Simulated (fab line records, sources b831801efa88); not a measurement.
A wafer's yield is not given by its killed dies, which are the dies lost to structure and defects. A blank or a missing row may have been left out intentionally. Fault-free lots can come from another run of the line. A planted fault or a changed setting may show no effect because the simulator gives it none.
Matching of chambers | flow gf180mcu | rie_si-01 running GF_POLY_GATE_ETCH_13: 4 sister chambers
The step etches poly-Si in HBr/Cl2, stops on SiO2, target depth 198.5 nm, time 69.6 s. 16 wafers are shown with their chamber, then 8 later ones without.

== WAFERS, EACH WITH ITS CHAMBER ==
wafer  | chamber | oes_product_au (a.u.) | HBr_flow_sccm (sccm) | throttle_valve_pct (%)
L663.3 | 3       | 0.980                 | 149.4                | 33.688
L663.5 | 0       | 0.990                 | 149.1                | 33.690
L663.6 | 1       | 0.995                 | 150.6                | 33.678
L667.2 | 1       | 0.995                 | 150.3                | 33.683
L667.4 | 2       | 0.994                 | 150.0                | 33.673
L667.6 | 2       | 0.994                 | 149.7                | 33.699
L672.2 | 0       | 0.996                 | 149.3                | 33.682
L672.5 | 0       | 0.998                 | 149.7                | 33.694
L672.6 | 3       | 0.985                 | 149.9                | 33.683
L673.1 | 0       | 1.003                 | 150.4                | 33.697
L673.3 | 1       | 0.997                 | 150.2                | 33.698
L673.6 | 2       | 0.989                 | 149.0                | 33.678
L675.2 | 1       | 0.986                 | 150.3                | 33.687
L675.4 | 0       | 0.994                 | 149.9                | 33.697
L675.5 | 1       | 0.987                 | 149.6                | 33.687
L680.1 | 1       | 1.010                 | 150.5                | 33.683

SIGNATURES, as means of the wafers listed above
reading            | chamber 0 | chamber 1 | chamber 2 | chamber 3 | scatter within a chamber
oes_product_au     | 0.99620   | 0.99500   | 0.99233   | 0.98250   | 0.00643
HBr_flow_sccm      | 149.680   | 150.250   | 149.567   | 149.650   | 0.439
throttle_valve_pct | 33.69200  | 33.68600  | 33.68333  | 33.68550  | 0.00806
Rule: a wafer's distance from a chamber is the root of the sum, over the readings, of the square of ((its reading less the chamber's mean) divided by the reading's scatter). The wafer belongs to the nearest chamber; if the next one is less than 2 further off, it can't be placed. How the scatter is found: for the shown wafers, subtract from each reading the mean of its chamber, square and add these, divide the total by (wafers less chambers), then take the root.

== WAFERS MISSING THEIR CHAMBER ==
wafer  | oes_product_au (a.u.) | HBr_flow_sccm (sccm) | throttle_valve_pct (%)
L680.3 | 0.992                 | 150.7                | 33.680
L680.5 | 0.970                 | 148.6                | 33.682
L682.2 | 0.994                 | 150.5                | 33.689
L682.3 | 0.988                 | 150.2                | 33.675
L682.6 | 1.000                 | 149.4                | 33.701
L686.1 | 0.969                 | 149.5                | 33.680
L686.2 | 1.001                 | 150.0                | 33.684
L686.6 | 0.998                 | 150.4                | 33.690

== THE CHAMBER EACH PASSED THROUGH ==
wafer  | from the rows above               | in truth
L680.3 | can't be placed: 1 or 2 or 0 or 3 | 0
L680.5 | can't be placed: 3 or 2 or 0      | 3
L682.2 | can't be placed: 1 or 0 or 2 or 3 | 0
L682.3 | can't be placed: 1 or 2 or 3 or 0 | 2
L682.6 | can't be placed: 0 or 2 or 1 or 3 | 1
L686.1 | can't be placed: 3 or 2           | 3
L686.2 | can't be placed: 1 or 0 or 2 or 3 | 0
L686.6 | can't be placed: 1 or 0 or 2      | 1
0 of 8 placed correctly. Cannot be placed on the basis of these rows: 8; the candidates contain the true chamber in 8. Placed wrongly: 0.
